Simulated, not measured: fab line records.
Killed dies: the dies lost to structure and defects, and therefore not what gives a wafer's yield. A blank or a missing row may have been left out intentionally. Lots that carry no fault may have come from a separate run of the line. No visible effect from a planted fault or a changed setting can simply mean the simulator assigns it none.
Chamber matching -- flow gf180mcu -- 4 sister chambers for GF_V4_CMP_04 on cmp-01
The step polishes SiO2. 20 wafers are shown with their chamber, then 10 later ones without.

WAFERS, EACH WITH ITS CHAMBER
wafer,chamber,motor current A (A),time to endpoint s (s),platen rpm (rpm)
L075.4,0,14.2,83,59.98
L075.5,1,10.1,79,59.92
L075.6,2,9.7,84,59.94
L077.3,3,11.8,74,59.98
L077.5,0,14.4,77,59.96
L077.6,3,11.3,79,59.98
L080.2,1,10.2,82,60.02
L080.3,3,11.4,80,60.02
L080.4,2,10.4,83,59.97
L083.1,0,14.0,75,59.97
L083.5,2,9.6,82,59.96
L083.6,3,11.2,84,59.98
L086.1,0,14.0,70,60.00
L086.3,2,10.4,78,59.99
L086.6,0,13.8,81,59.93
L087.1,2,10.4,76,59.90
L087.2,1,9.8,80,59.96
L087.6,3,10.7,85,59.97
L089.2,0,14.2,73,60.01
L089.3,1,10.1,79,60.00

SIGNATURES, as means of the wafers listed above
reading,chamber 0,chamber 1,chamber 2,chamber 3,scatter within a chamber
motor current A,14.100,10.050,10.100,11.280,0.318
time to endpoint s,76.50,80.00,80.60,80.40,3.95
platen rpm,59.9750,59.9750,59.9520,59.9860,0.0319
Rule: for a wafer and a chamber, the distance is found by dividing, reading by reading, the gap between the wafer's reading and the chamber's mean by the reading's scatter, squaring, summing and taking the root. If the next closest chamber is less than 2 further off than the closest, the wafer can't be placed; otherwise it belongs to the closest. The scatter is the square root of a quotient: the sum, over the shown wafers, of each reading's squared deviation from its chamber's mean, divided by wafers minus chambers.

WAFERS WITH NO CHAMBER GIVEN
wafer,motor current A (A),time to endpoint s (s),platen rpm (rpm)
L089.5,10.1,87,59.97
L090.1,11.6,77,59.98
L090.4,14.4,73,60.00
L090.6,13.7,79,60.02
L094.1,11.0,85,59.95
L094.2,10.3,81,59.97
L094.5,14.2,80,59.96
L097.2,11.6,86,59.97
L097.4,10.9,86,60.03
L097.5,9.4,88,60.04

WHICH CHAMBER EACH WENT THROUGH
wafer,from the rows above,in truth
L089.5,can't be placed: 2 or 1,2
L090.1,3,3
L090.4,0,0
L090.6,0,0
L094.1,can't be placed: 3 or 2 or 1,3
L094.2,can't be placed: 1 or 2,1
L094.5,0,0
L097.2,3,3
L097.4,can't be placed: 3 or 1 or 2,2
L097.5,can't be placed: 1 or 2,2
Correctly placed: 5 of 10. Unplaceable from these rows: 5, with the true chamber sitting among the candidates in 5. Wrongly placed: 0.
